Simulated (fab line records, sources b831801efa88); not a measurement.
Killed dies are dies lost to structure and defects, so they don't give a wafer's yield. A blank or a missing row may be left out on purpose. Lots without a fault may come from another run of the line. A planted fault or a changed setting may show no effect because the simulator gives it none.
fab line records | flow sky130
record lots=6 wafers=18 last_day=51
route steps=708 shown METAL3@561 VIA3@573 PAD_OPEN@708
lots that met no fault: from a run of the same line without faults
start_h: hours from the record's first day to the start of the lot's first wafer shown | wait_h: hours since the lot's step before | " the same as in the row above | L1.1+2: a row that stands for several wafers | - no value, or no start given | * or withheld: withheld | < > ~ a bound
route shown NAME@n: a module of which the file shows steps, and the number in the route of the first | usual: mean/standard deviation of fault-free wafers | same: alike in all rows | chamber/n: place in a boat | sites: the reading at each site | _std_site: their standard deviation | _edge_site: outer sites' mean less inner sites' | radius_mm: how far each site lies from the wafer's centre | mask NAME#n: copy n | behind: the tool/chamber that last shaped the wafer | hold: why the lot was held/for how many hours/how that ended | device: the transistor (n, p or np) that didn't switch | end of line: the same wafers' tests at the end of the route | a step without rows: its recipe alone | killed: dies lost to structure and defects at the first sort, not the wafer's yield | map: a wafer's dies, x killed, . not, _ none there
set.NAME: the setting as run; set.NAME@STEP: as run at that earlier step | model.NAME: the simulator's own value behind a step, which no gauge read
lots at some steps of the route; a table a step, a row a wafer
services: from which hour (start_h, from the record's first day; less than 0 if before it) a tool's chamber was out of use, for how many hours, and why
## steps
# step SKY_METAL3_PEB_11
# recipe peb_temp_c=withheld peb_time_s=withheld resist=KrF-thick
# step SKY_METAL3_DEVELOP_12
# recipe develop_time_s=60 resist=KrF-thick dev_temp_c=21
# step SKY_METAL3_CD_MEAS_13
# recipe target_cd_nm=300
# usual cd_nm=299.8/1.3
# columns lot.wafer tool chamber start_h wait_h cd_nm
L643.2 cd_sem-01 - 935.07 - 301.8
L643.3 " - " " 300.5
L643.5 " - " " 301.3
L654.3 cd_sem-01 - 1013.64 - 300.0
L654.4 " - " " 299.9
L654.6 " - " " 299.4
L655.1 cd_sem-02 - 1024.25 - 299.7
L655.2 " - " " 298.9
L655.4 " - " " 301.2
L656.1 cd_sem-01 - 1029.50 - 298.8
L656.4 " - " " 297.4
L656.5 " - " " 298.7
L659.1 cd_sem-01 - 1046.67 - 299.1
L659.2 " - " " 298.8
L659.6 " - " " 297.4
L664.1 cd_sem-01 - 1072.35 - 300.6
L664.4 " - " " 299.7
L664.5 " - " " 298.9
# step SKY_METAL3_OVL_MEAS_14
# usual METAL3_OVL=2/5
# columns lot.wafer tool chamber start_h wait_h METAL3_OVL[nm]
L643.2 overlay-01 - 935.18 0.1 6
L643.3 " - " " 13
L643.5 " - " " 0
L654.3 overlay-02 - 1013.73 0.1 -8
L654.4 " - " " -2
L654.6 " - " " -13
L655.1 overlay-02 - 1024.37 0.1 1
L655.2 " - " " 6
L655.4 " - " " 1
L656.1 overlay-01 - 1029.62 0.1 0
L656.4 " - " " 4
L656.5 " - " " 14
L659.1 overlay-02 - 1046.79 0.1 0
L659.2 " - " " 5
L659.6 " - " " 3
L664.1 overlay-02 - 1072.47 0.1 -6
L664.4 " - " " -4
L664.5 " - " " 5
# step SKY_METAL3_DESCUM_15
# recipe chemistry=O2 source_power_w=150 bias_power_w=0 pressure_mtorr=10 temp_c=40 time_s=8
# step SKY_METAL3_ETCH_16
# recipe chemistry=N2/H2 target=BARC ion_energy_ev=200 bias_w=100 pressure_mtorr=30 n2_flow_sccm=100 h2_flow_sccm=200 icp_w=500 stop_on=SiO2 time_s=88.2 target_depth_a=600
# usual drypump_motor_current_A=5.7/0.69 oes_product_au=0.626/0.0049 throttle_valve_pct=13.204/0.009
# columns lot.wafer tool chamber start_h wait_h drypump_motor_current_A oes_product_au rf_hours_counter_h throttle_valve_pct
L643.2 rie_metal-04 0 935.24 0.0 5.0 0.622 1 13.203
L643.3 " 0 " " 5.0 0.616 - 13.191
L643.5 " 1 " " 6.5 0.629 - 13.198
L654.3 rie_metal-04 0 1013.82 0.0 5.0 0.628 - 13.191
L654.4 " 1 " " 6.4 0.609 - 13.206
L654.6 " 0 " " 5.0 0.627 - 13.212
L655.1 rie_metal-03 1 1024.44 0.0 5.6 0.624 9 13.206
L655.2 " 0 " " 4.8 0.621 20 13.199
L655.4 " 1 " " 5.6 0.623 - 13.208
L656.1 rie_metal-01 0 1029.69 0.0 6.7 0.636 15 13.217
L656.4 " 1 " " 6.1 0.616 - 13.203
L656.5 " 0 " " 6.7 0.621 - 13.209
L659.1 rie_metal-03 0 1046.86 0.0 4.9 0.624 22 13.207
L659.2 " 1 " " 5.6 0.634 10 13.206
L659.6 " 1 " " 5.6 0.632 - 13.220
L664.1 rie_metal-03 1 1072.54 0.0 5.6 0.623 12 13.206
L664.4 " 0 " " 4.8 0.634 - 13.210
L664.5 " 1 " " 5.6 0.619 - 13.194
# step SKY_METAL3_ETCH_17
# recipe target=SiO2 stop_on=TiN chemistry=C4F8/O2/Ar source_w=1500 bias_w=1200 pressure_mtorr=40 c4f8_flow_sccm=withheld O2_flow_sccm=6 Ar_flow_sccm=300 time_s=3.9 target_depth_a=150
# usual oes_product_au=0.750/0.0073
# columns lot.wafer tool chamber start_h wait_h oes_product_au
L643.2 rie_diel-03 2 935.34 0.1 0.753
L643.3 " 1 " " 0.751
L643.5 " 2 " " 0.761
L654.3 rie_diel-04 3 1013.89 0.0 0.761
L654.4 " 2 " " 0.758
L654.6 " 0 " " 0.754
L655.1 rie_diel-03 2 1024.53 0.1 0.744
L655.2 " 0 " " 0.738
L655.4 " 1 " " 0.750
L656.1 rie_diel-03 0 1029.79 0.1 0.757
L656.4 " 2 " " 0.760
L656.5 " 0 " " 0.775
L659.1 rie_diel-04 0 1046.95 0.1 0.742
L659.2 " 3 " " 0.747
L659.6 " 1 " " 0.753
L664.1 rie_diel-02 0 1072.64 0.1 0.745
L664.4 " 3 " " 0.753
L664.5 " 1 " " 0.751
# step SKY_METAL3_METAL_ETCH_18
# recipe target_depth_a=8450 stop_on=SiO2 over_etch_frac=0.3 time_s=183.1 chemistry=Cl2/BCl3 resist_sidewall_deg=88 pressure_mtorr=10 icp_w=900 bias_w=48.5 Cl2_flow_sccm=60 bcl3_flow_sccm=30
# usual drypump_motor_current_A=5.9/0.69 oes_product_au=0.866/0.0064 throttle_valve_pct=22.265/0.0092
# same over_etch_frac=0.3
# columns lot.wafer tool chamber start_h wait_h drypump_motor_current_A oes_product_au rf_hours_counter_h throttle_valve_pct
L643.2 rie_metal-01 0 935.36 0.0 6.7 0.867 10 22.259
L643.3 " 0 " " 6.6 0.863 - 22.269
L643.5 " 1 " " 6.1 0.859 - 22.268
L654.3 rie_metal-03 0 1013.97 0.1 4.8 0.863 - 22.265
L654.4 " 1 " " 5.6 0.857 - 22.271
L654.6 " 0 " " 4.8 0.868 - 22.261
L655.1 rie_metal-01 1 1024.55 0.0 6.1 0.865 13 22.266
L655.2 " 0 " " 6.7 0.869 15 22.261
L655.4 " 1 " " 6.1 0.876 - 22.262
L656.1 rie_metal-03 0 1029.81 0.0 4.8 0.875 21 22.266
L656.4 " 0 " " 4.8 0.870 - 22.262
L656.5 " 0 " " 4.8 0.869 - 22.264
L659.1 rie_metal-01 1 1046.97 0.0 6.1 0.869 14 22.268
L659.2 " 0 " " 6.6 0.864 17 22.250
L659.6 " 1 " " 6.1 0.855 - 22.271
L664.1 rie_metal-01 0 1072.66 0.0 6.7 0.868 18 22.271
L664.4 " 1 " " 6.1 0.872 - 22.262
L664.5 " 0 " " 6.7 0.870 - 22.260
# step SKY_METAL3_STRIP_19
# recipe chemistry=O2/N2 power_w=1400 pressure_mtorr=1500 platen_temp_c=withheld o2_flow_sccm=3000 n2_flow_sccm=300 overash_fraction=0.5
# usual drypump_motor_current_A=5.6/0.38 o2_flow_sccm=3000/9 oes_product_au=0.501/0.0051 strip_time_to_endpoint_s=6.52/0.06
# columns lot.wafer tool chamber start_h wait_h drypump_motor_current_A o2_flow_sccm oes_product_au rf_hours_counter_h strip_time_to_endpoint_s
L643.2 plasma_asher-01 0 935.53 0.1 5.2 3005 0.499 47 6.49
L643.3 " 1 " " 5.7 2979 0.501 - 6.52
L643.5 " 1 " " 5.8 2996 0.503 - 6.54
L654.3 plasma_asher-04 0 1014.12 0.1 5.6 3005 0.501 - 6.45
L654.4 " 1 " " 6.3 3006 0.491 - 6.42
L654.6 " 1 " " 6.2 2998 0.494 - 6.42
L655.1 plasma_asher-03 0 1024.73 0.1 5.3 3008 0.506 87 6.46
L655.2 " 1 " " 5.2 3007 0.502 87 6.46
L655.4 " 0 " " 5.3 2994 0.502 - 6.58
L656.1 plasma_asher-03 0 1029.99 0.1 5.3 3022 0.511 87 6.48
L656.4 " 1 " " 5.2 2988 0.501 - 6.52
L656.5 " 1 " " 5.2 2996 0.508 - 6.47
L659.1 plasma_asher-04 1 1047.15 0.1 6.3 2994 0.506 31 6.62
L659.2 " 0 " " 5.6 3006 0.496 31 6.53
L659.6 " 1 " " 6.3 2997 0.512 - 6.61
L664.1 plasma_asher-01 0 1072.84 0.1 5.2 3007 0.501 61 6.52
L664.4 " 0 " " 5.2 3007 0.497 - 6.57
L664.5 " 0 " " 5.2 3013 0.494 - 6.51
# step SKY_METAL3_STRIP_20
# recipe chemistry=post_etch_residue_remover time_s=1200 temp_c=72.5
# step SKY_METAL3_CLEAN_21
# recipe chemistry=IPA time_s=180 temp_c=25
# step SKY_METAL3_CLEAN_22
# recipe chemistry=O3/DIW dry=n2_spin
# step SKY_VIA3_HDPCVD_00
# recipe material=SiO2 target_thk_nm=1635 sigma_open_frac=0.3 time_s=272.5 temp_c=400 sih4_flow_sccm=60 pressure_mtorr=6
# usual sih4_flow_sccm=60.00/0.19 susceptor_temp_C=399.99/0.22
# columns lot.wafer tool chamber start_h wait_h sih4_flow_sccm susceptor_temp_C model.SiO2_of_VIA3_HDPCVD_00.thk_nm
L643.2 hdpcvd-02 2 936.17 0.0 60.25 400.04 1630
L643.3 " 1 " " 60.42 399.82 1653
L643.5 " 2 " " 60.03 400.25 1626
L654.3 hdpcvd-01 0 1014.80 0.0 60.35 399.64 1651
L654.4 " 0 " " 60.12 400.26 1649
L654.6 " 1 " " 59.94 399.97 1666
L655.1 hdpcvd-01 1 1025.36 0.0 60.00 400.11 1653
L655.2 " 0 " " 47.80 400.09 1334
L655.4 " 2 " " 59.98 399.78 1640
L656.1 hdpcvd-01 0 1030.66 0.0 47.90 400.01 1332
L656.4 " 1 " " 59.81 399.80 1641
L656.5 " 0 " " 47.75 400.08 1337
L659.1 hdpcvd-02 2 1047.75 0.0 60.13 400.00 1624
L659.2 " 1 " " 60.04 399.91 1621
L659.6 " 1 " " 59.93 399.98 1636
L664.1 hdpcvd-02 2 1073.43 0.0 59.91 399.66 1616
L664.4 " 1 " " 60.08 399.97 1624
L664.5 " 2 " " 59.88 399.64 1639
# step SKY_VIA3_THK_MEAS_01
# recipe reads=SiO2_of_VIA3_HDPCVD_00
# usual VIA3_HDPCVD_THK=1642/17
# columns lot.wafer tool chamber start_h wait_h VIA3_HDPCVD_THK[nm]
L643.2 film_metro-01 - 936.34 0.1 1631
L643.3 " - " " 1653
L643.5 " - " " 1627
L654.3 film_metro-01 - 1014.98 0.1 1649
L654.4 " - " " 1649
L654.6 " - " " 1665
L655.1 film_metro-01 - 1025.53 0.1 1653
L655.2 " - " " 1334
L655.4 " - " " 1640
L656.1 film_metro-04 - 1030.83 0.1 1331
L656.4 " - " " 1640
L656.5 " - " " 1336
L659.1 film_metro-03 - 1047.92 0.1 1625
L659.2 " - " " 1623
L659.6 " - " " 1635
L664.1 film_metro-01 - 1073.60 0.1 1616
L664.4 " - " " 1624
L664.5 " - " " 1638
# step SKY_VIA3_CMP_02
# recipe material=SiO2 down_force_psi=4 platen_rpm=60 pad_velocity_m_s=0.94248
# usual head_pressure_psi=4.000/0.0084 motor_current_A=12.2/1.5
# columns lot.wafer tool chamber start_h wait_h head_pressure_psi motor_current_A
L643.2 cmp-02 3 936.49 0.1 4.002 14.7
L643.3 " 0 " " 4.003 9.1
L643.5 " 2 " " 4.004 11.6
L654.4 cmp-01 1 1015.02 0.0 3.998 12.8
L654.3 " 0 " " 3.983 11.5
L654.6 " 1 " " 4.000 13.1
L655.1 cmp-02 1 1025.59 0.1 3.999 12.6
L655.2 " 3 " " 3.975 15.1
L655.4 " 0 " " 4.003 9.0
L656.1 cmp-01 2 1030.89 0.1 4.001 13.3
L656.4 " 1 " " 3.999 12.2
L656.5 " 2 " " 4.000 12.2
L659.2 cmp-02 1 1048.03 0.1 4.014 12.9
L659.1 " 2 " " 3.997 12.2
L659.6 " 1 " " 4.013 12.7
L664.4 cmp-01 0 1073.71 0.1 3.987 11.9
L664.1 " 1 " " 4.004 12.7
L664.5 " 3 " " 4.005 12.8
# step SKY_PAD_OPEN_PROBE_99
# usual defect_limited_yield=82.8/2.1 killed_at_M0_to_M3=43/7.3 killed_at_M4_up=3.4/2.1 killed_at_contacts=24/5.9 killed_at_front_end=14/4 killed_at_other=0.3/0.54 killed_dies=85/10 killed_open=46/7.7 killed_short=38/6 sort_bin_3_pad_short=0.8/0.48 sort_bin_5_function=10.2/1.7 sort_bin_6_memory=6.2/1.1 sort_n_pass=407/10 sort_yield_pct=82.8/2.1
# same gross_dies=492 killed_at_back_side=0 sort_bin_4_leakage[%]=0 sort_bin_8_speed[%]=0
# columns lot.wafer tool chamber start_h wait_h defect_limited_yield[%] killed_at_M0_to_M3 killed_at_M4_up killed_at_contacts killed_at_front_end killed_at_other killed_dies killed_open killed_short sort_bin_3_pad_short[%] sort_bin_5_function[%] sort_bin_6_memory[%] sort_n_pass sort_yield_pct[%]
L643.2 prober-01 - 1106.34 0.1 85.6 35 2 20 14 0 71 35 36 0.6 8.9 4.9 421 85.6
L643.3 prober-01 - 1106.39 0.2 81.7 47 8 28 7 0 90 49 41 1.0 11.4 5.9 402 81.7
L643.5 prober-01 - 1106.49 0.2 82.5 49 3 24 10 0 86 46 40 1.0 11.0 5.5 406 82.5
L656.1 prober-01 - 1183.94 0.1 83.3 52 1 18 11 0 82 43 39 0.6 9.3 6.7 410 83.3
L656.4 prober-01 - 1184.09 0.2 81.5 61 2 20 8 0 91 56 35 0.6 11.2 6.7 401 81.5
L656.5 prober-01 - 1184.14 0.2 85.8 35 1 22 12 0 70 33 35 1.0 8.7 4.5 422 85.8
L659.1 prober-02 - 1197.93 0.1 81.1 47 1 25 19 1 93 56 37 0 13.0 5.9 399 81.1
L659.2 prober-02 - 1197.98 0.1 80.9 48 5 25 16 0 94 50 44 0.8 10.4 7.9 398 80.9
L659.6 prober-02 - 1198.18 0.2 82.1 42 3 34 9 0 88 47 41 1.0 10.4 6.5 404 82.1
# killed by level:class
L643.2 VIA1:geometric_particle:open=11 CONTACT:geometric_particle:open=7 METAL1:geometric_particle:short=7 FIELD_ISO:geometric_particle:short=6 CONTACT:geometric_particle:short=5 VIA1:geometric_particle:short=4 LI_CONTACT:geometric_particle:open=4 VIA3:geometric_particle:open=4
L643.3 VIA1:geometric_particle:open=13 CONTACT:geometric_particle:open=12 METAL1:geometric_particle:short=9 LI_CONTACT:geometric_particle:open=8 FIELD_ISO:geometric_particle:short=4 VIA1:geometric_particle:short=4 METAL2:geometric_particle:short=4 VIA3:geometric_particle:open=4
L643.5 CONTACT:geometric_particle:open=11 VIA1:geometric_particle:open=10 METAL3:geometric_particle:short=8 VIA1:geometric_particle:short=6 VIA2:geometric_particle:open=6 VIA3:geometric_particle:open=6 CONTACT:geometric_particle:short=5 METAL2:geometric_particle:short=5
L656.1 METAL1:geometric_particle:short=8 VIA2:geometric_particle:open=7 VIA3:geometric_particle:open=7 LI_CONTACT:geometric_particle:open=6 CONTACT:geometric_particle:open=6 VIA1:geometric_particle:open=6 VIA1:geometric_particle:short=5 METAL2:geometric_particle:short=5
L656.4 VIA1:geometric_particle:open=14 VIA2:geometric_particle:open=13 CONTACT:geometric_particle:open=8 VIA3:geometric_particle:open=6 LI_CONTACT:geometric_particle:open=5 VIA2:geometric_particle:short=5 METAL2:geometric_particle:short=5 CONTACT:geometric_particle:short=4
L656.5 CONTACT:geometric_particle:open=9 METAL1:geometric_particle:short=6 LI_CONTACT:geometric_particle:open=5 VIA1:geometric_particle:open=4 METAL2:geometric_particle:short=4 CONTACT:geometric_particle:short=4 VIA1:geometric_particle:short=4 VIA3:geometric_particle:open=4
L659.1 VIA1:geometric_particle:open=13 CONTACT:geometric_particle:open=10 VIA3:geometric_particle:open=9 LI_CONTACT:geometric_particle:open=7 FIELD_ISO:geometric_particle:open=6 METAL2:geometric_particle:short=5 VIA1:geometric_particle:short=4 CONTACT:geometric_particle:short=4
L659.2 CONTACT:geometric_particle:open=12 VIA1:geometric_particle:open=11 LI_CONTACT:geometric_particle:open=7 VIA3:geometric_particle:short=7 VIA3:geometric_particle:open=7 VIA1:geometric_particle:short=6 METAL4:geometric_particle:short=5 METAL1:geometric_particle:short=4
L659.6 LI_CONTACT:geometric_particle:open=13 VIA1:geometric_particle:open=10 CONTACT:geometric_particle:open=9 CONTACT:geometric_particle:short=7 METAL2:geometric_particle:short=6 VIA2:geometric_particle:open=6 FIELD_ISO:geometric_particle:short=4 VIA2:geometric_particle:short=4
## services
# columns tool chamber start_h hours kind
cmp-01 - 912.00 4.0 pm
rie_diel-04 3 923.70 11.6 repair
cmp-01 - 930.00 1.3 repair
rie_metal-01 - 948.12 0.8 repair
cmp-01 - 949.49 3.7 repair
hdpcvd-02 - 950.25 15.0 pm
rie_metal-03 - 964.00 2.8 pm
cmp-02 - 966.63 0.8 repair
rie_diel-03 1 967.43 4.4 repair
cmp-01 - 980.13 2.3 repair
plasma_asher-03 - 984.82 0.7 repair
rie_diel-03 0 989.05 4.8 repair
hdpcvd-01 - 994.17 0.3 repair
cmp-02 - 996.82 0.4 repair
rie_diel-03 3 997.09 11.6 repair
cmp-02 - 997.22 6.5 pm
plasma_asher-03 - 997.94 0.3 repair
plasma_asher-03 - 1000.28 14.6 pm
hdpcvd-02 2 1015.67 6.3 repair
rie_metal-03 - 1018.82 2.4 repair
rie_diel-03 1 1030.13 9.6 repair
rie_metal-03 - 1035.84 0.3 repair
cmp-01 - 1047.07 0.5 repair
cmp-01 - 1063.15 8.4 pm
## key
first_sign step=SKY_VIA3_HDPCVD_00 reading=sih4_flow_sccm direction=down sigmas=63 usual=60.00 struck=47.82
effect step=SKY_VIA3_THK_MEAS_01 reading=VIA3_HDPCVD_THK direction=down sigmas=18 usual=1642 struck=1334
model_effect step=SKY_VIA3_HDPCVD_00 value=SiO2_of_VIA3_HDPCVD_00.thk_nm without=1661 struck=1334
met_at SKY_VIA3_HDPCVD_00
struck_wafers L655.2,L656.1,L656.5
onset_between 1014.80 1025.36
fault kind=process_parameter_drift tool=hdpcvd-01 chamber=0 onset_h=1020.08 steps=SKY_VIA3_HDPCVD_00 channel=sih4_flow_sccm offset=-12 shape=step end_h=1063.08 acts_in=these_recipes_only stated=60
